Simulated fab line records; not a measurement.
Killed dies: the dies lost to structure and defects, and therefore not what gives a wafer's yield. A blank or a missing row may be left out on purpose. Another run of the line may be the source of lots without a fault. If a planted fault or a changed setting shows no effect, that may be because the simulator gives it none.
A struck lot beside a sound one -- flow sky130 -- 32 out of 708 route steps
Sound: wafers L468.1, L468.5, L468.6. Struck: wafer L476.6 (L476.1, L476.2, from the same lot, were not struck and are left out); the cause is given at the end.
Order at every step that has rows: each side's tool, ch and its chambers, its first start. Under that, the readings that differ: sound wafers -- struck wafers -- difference of the means -- sigmas: that difference in standard deviations of wafers without a fault.
alike: readings whose means differ by less than 2 such deviations, and words and numbers that are the same on both sides. not compared: withheld readings, readings that some wafer has no value for, bounds like >300 that may hide the same value, and numbers for which the record gives no deviation and whose values overlap.
A row with sigmas, a row that says differs or no value, or rows on one side alone: a step with any of these is where the two part. Non-overlapping numbers with no deviation appear without sigmas and do not part them. Lack of a reading on every wafer of one side parts them only where that side has two or more wafers.

first, 3 steps without rows for these wafers: SKY_VIA1_STRIP_17 (strips in post etch residue remover, time 1200 s); SKY_VIA1_CLEAN_18 (cleans in IPA, time 180 s); SKY_VIA1_CLEAN_19 (cleans in O3/DIW).
SKY_VIA1_SPUTTER_20: material TiN, target thk 20 nm, time 80 s.
  sound on pvdSputter-02 at day 34 18:34; struck on pvdSputter-02 at day 37 02:49
  alike: throttleValvePct
then, 1 step without rows for these wafers: SKY_VIA1_CVD_21 (deposits W, target thk 270 nm, time 80.902 s).
SKY_VIA1_RS_MEAS_22: measures by four-point-probe.
  sound on filmMetro-01 at day 34 18:44; struck on filmMetro-02 at day 37 02:58
  alike: VIA1_W_RS
SKY_VIA1_THK_MEAS_23: measures by xrf.
  sound on filmMetro-01 at day 34 18:52; struck on filmMetro-02 at day 37 03:05
  alike: VIA1_W_THK
then, 1 step without rows for these wafers: SKY_VIA1_CMP_24 (polishes, stops on SiO2, t overpolish 15 s, target thk 0 nm).
SKY_METAL2_SPUTTER_00: material Ti, target thk 15 nm, time 10 s.
  sound on pvdSputter-01 at day 34 19:13; struck on pvdSputter-04 at day 37 03:26
  alike: throttleValvePct
then, 2 steps without rows for these wafers: SKY_METAL2_SPUTTER_01 (material TiN, target thk 20 nm, time 16.7 s); SKY_METAL2_SPUTTER_02 (material AlCu, target thk 250 nm, time 13.3 s).
SKY_METAL2_SPUTTER_03: material Ti, target thk 5 nm, time 3.3 s.
  sound on pvdSputter-01 at day 34 19:17; struck on pvdSputter-04 at day 37 03:31
  alike: throttleValvePct
SKY_METAL2_SPUTTER_04: material TiN, target thk 70 nm, time 58.3 s.
  sound on pvdSputter-01 at day 34 19:19; struck on pvdSputter-04 at day 37 03:32
reading,sound,struck,difference,sigmas
model.TiN_of_METAL2_SPUTTER_04.thkNm (nm),69.9 69.99 68.79,75.75,+6.19,
  alike: throttleValvePct
SKY_METAL2_RS_MEAS_05: measures by four-point-probe.
  sound on filmMetro-01 at day 34 19:22; struck on filmMetro-04 at day 37 03:35
  alike: METAL2_ALCU_RS
SKY_METAL2_THK_MEAS_06: measures by xrf.
  sound on filmMetro-01 at day 34 19:29; struck on filmMetro-04 at day 37 03:42
  alike: METAL2_ALCU_THK
then, 8 steps without rows for these wafers: SKY_METAL2_DEHYDRATE_07 (time 60 s); SKY_METAL2_HMDS_08 (prime time 60 s); SKY_METAL2_COAT_09 (resist thk 60 nm); SKY_METAL2_COAT_10 (resist thk 450 nm); SKY_METAL2_SOFTBAKE_11 (time 90 s); SKY_METAL2_EXPOSE_12 (exposes mask MM2, target cd 140 nm); SKY_METAL2_PEB_13; SKY_METAL2_DEVELOP_14 (develop time 60 s).
SKY_METAL2_CD_MEAS_15 targets a cd of 140 nm.
  sound on cdSem-01 at day 35 20:09; struck on cdSem-01 at day 38 05:11
  alike: cdNm
SKY_METAL2_OVL_MEAS_16:
  sound on overlay-01 at day 35 20:16; struck on overlay-02 at day 38 05:18
  alike: METAL2_OVL
SKY_METAL2_DESCUM_17: chemistry O2, time 8 s.
  sound on rieMetal-02 ch 0, day 35 20:18; struck on rieMetal-04 ch 0, day 38 05:20
reading,sound,struck,difference,sigmas
tempC (C),39.92 39.86 39.93,40.16,+0.26,+2
  alike: drypumpMotorCurrentA, oesProductAu
  not compared: rfHoursCounterH
then, 1 step without rows for these wafers: SKY_METAL2_ETCH_18 (etches BARC in N2/H2, stops on SiO2, time 45.9 s, target depth 60 nm).
SKY_METAL2_METAL_ETCH_19: etches the open film in Cl2/BCl3, stops on SiO2, target depth 360 nm, time 78 s.
  sound on rieMetal-02 ch 0, day 35 20:29; struck on rieMetal-04 ch 0, day 38 05:26
  alike: drypumpMotorCurrentA, oesProductAu, throttleValvePct
  not compared: rfHoursCounterH
then, 1 step without rows for these wafers: SKY_METAL2_STRIP_20 (strips in O2/N2).
SKY_METAL2_STRIP_21: strips in post etch residue remover, time 1200 s.
  sound on wetBench-01 ch 2, day 35 20:46; struck on wetBench-04 ch 1, day 38 05:37
reading,sound,struck,difference,sigmas
model.TiN_of_METAL2_SPUTTER_04.thkNm (nm),69.47 69.56 68.36,75.34,+6.21,
  alike: tempC
then, 1 step without rows for these wafers: SKY_METAL2_CLEAN_22 (cleans in IPA, time 180 s).
-- the record jumps here: 10 days lie between the struck wafers' starts before and after (it left off in module METAL2 and takes up again in module PAD_OPEN, whose first step shown is number 708 of the route) --
SKY_PAD_OPEN_PROBE_99:
  sound on prober-01 at day 46 08:20; struck on prober-01 at day 48 03:23
reading,sound,struck,difference,sigmas
killed_at_M4_up,2 3 8,0,-4,-2
sort_bin_5_function (%),13.4 12.2 10.2,9.1,-2.8,-2
  alike: defectLimitedYield, killed_at_M0_to_M3, killedAtContacts, killedAtFrontEnd, killedAtOther, killedDies, killedOpen, killedShort, sort_bin_3_pad_short, sort_bin_6_memory, sortNPass, sortYieldPct

## WHERE THEY PART
At SKY_METAL2_DESCUM_17 first; at SKY_PAD_OPEN_PROBE_99 last (within this record only).

WHY: the cause the simulator had injected
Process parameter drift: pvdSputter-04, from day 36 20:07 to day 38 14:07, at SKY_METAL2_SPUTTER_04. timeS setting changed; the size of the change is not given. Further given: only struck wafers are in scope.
